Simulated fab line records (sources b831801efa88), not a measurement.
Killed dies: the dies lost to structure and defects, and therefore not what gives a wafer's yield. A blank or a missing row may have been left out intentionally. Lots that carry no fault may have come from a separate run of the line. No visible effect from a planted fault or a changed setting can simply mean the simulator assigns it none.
The tool behind it: which one?    flow gf180mcu    13 lots, 39 wafers sampled, at 2 steps of a route of 602

== WHAT EACH GAUGE READ, for each wafer ==
GF_V3_THK_MEAS_03. Usual: for V3_CVD_02_THK the level is 848 nm and the standard deviation is 12.
lot   measured      on             V3_CVD_02_THK (nm)  flag
L465  day 21 13:07  film-metro-03  831 853 873         
L466  day 21 20:11  film-metro-02  857 843 849         
L467  day 22 14:09  film-metro-03  839 850 851         
L468  day 22 20:15  film-metro-01  852 848 850         
L469  day 23 01:25  film-metro-02  834 828 858         
L470  day 23 08:44  film-metro-03  839 838 846         
L471  day 23 22:54  film-metro-02  837 849 849         
L472  day 24 02:18  film-metro-02  843 846 859         
L481  day 27 00:47  film-metro-03  829 846 850         
L482  day 27 08:13  film-metro-01  831 859 862         
L483  day 27 14:32  film-metro-01  835 830 840         
L484  day 27 23:46  film-metro-01  841 841 848         
L487  day 28 17:52  film-metro-01  835 844 851         

== WHAT TOOL EACH LOT RAN ON (gives the tool, then ch and the chambers of the sampled wafers, and finally the start) ==
lot   GF_HV_LDD_IMPLANT_36
L465  implanter-03 ch 0, day 11 16:53
L466  implanter-02 ch 0, day 11 21:10
L467  implanter-02 ch 0, day 12 11:21
L468  implanter-01 ch 0, day 12 19:05
L469  implanter-03 ch 0, day 12 21:55
L470  implanter-03 ch 0, day 13 06:50
L471  implanter-01 ch 0, day 13 18:16
L472  implanter-03 ch 0, day 13 23:09
L481  implanter-03 ch 0, day 16 20:11
L482  implanter-03 ch 0, day 17 05:20
L483  implanter-01 ch 0, day 17 09:13
L484  implanter-01 ch 0, day 17 21:35
L487  implanter-02 ch 0, day 18 22:17
- GF_HV_LDD_IMPLANT_36

== AS READ BY THE TOOLS THEMSELVES (means over the sampled wafers that have a number; for cases with no such wafer, the mark the record gives instead) ==
GF_HV_LDD_IMPLANT_36. Usual: beam-on-s 10.00 s, standard deviation 0.22; dose-ions-cm2 7.501e+12, standard deviation 7.3e+09; faraday-current-uA 42.3, standard deviation 0.94.
lot   tool          beam-on-s (s)  dose-ions-cm2  faraday-current-uA  flag
L465  implanter-03  10.00          7.500e+12      42.4                
L466  implanter-02  10.09          7.501e+12      41.9                
L467  implanter-02  9.79           7.493e+12      43.1                
L468  implanter-01  9.82           7.501e+12      43.0                
L469  implanter-03  9.92           7.497e+12      42.7                
L470  implanter-03  10.10          7.493e+12      41.9                
L471  implanter-01  10.09          7.496e+12      41.8                
L472  implanter-03  9.88           7.502e+12      42.8                
L481  implanter-03  10.19          8.094e+12      44.8                OFF
L482  implanter-03  9.98           8.083e+12      45.8                OFF
L483  implanter-01  10.00          7.499e+12      42.3                
L484  implanter-01  10.11          7.495e+12      41.8                
L487  implanter-02  9.90           7.499e+12      42.8                

== THE ANSWER, worked out from the rows above alone ==
Rule: a lot is off if the mean of its wafers that have a number lies more than 3 standard deviations from the usual mean. Also off: a lot with no number at a reading for which 4 or more lots have one. Where the step has rows for the other lots, those lots are counted as sound. The gauges are gone through in route order, then the tools' own readings, and for those a lot's mean is taken as printed above. The first step at which some lot is off is used, and at that step the reading that is off furthest; a lot without a number counts as furthest.
Off, at GF_HV_LDD_IMPLANT_36 on dose-ions-cm2: L481, L482.
A tool fits if, at that step or a process step before it, it ran every lot that is off, and no sound lot after the first of them. One fits: GF_HV_LDD_IMPLANT_36 on implanter-03. A fault onset in the window from L472 (day 13 23:09, its last sound lot) to L481 (day 16 20:11, its first lot off) fits.
The tool's own readings at GF_HV_LDD_IMPLANT_36 bear it out: on the lots that are off they differ by more than 5 times the standard deviation of the sound lots' means. dose-ions-cm2 reads 8.088e+12 there against 7.498e+12 on the sound lots; faraday-current-uA reads 45.3 there against 42.4 on the sound lots.

== WHAT HAD BEEN PUT IN BY THE SIMULATOR ==
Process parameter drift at GF_HV_LDD_IMPLANT_36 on implanter-03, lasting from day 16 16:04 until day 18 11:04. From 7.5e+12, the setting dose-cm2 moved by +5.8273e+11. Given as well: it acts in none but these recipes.
Lots struck among those shown: L481, L482. This agrees with what the rule above found.
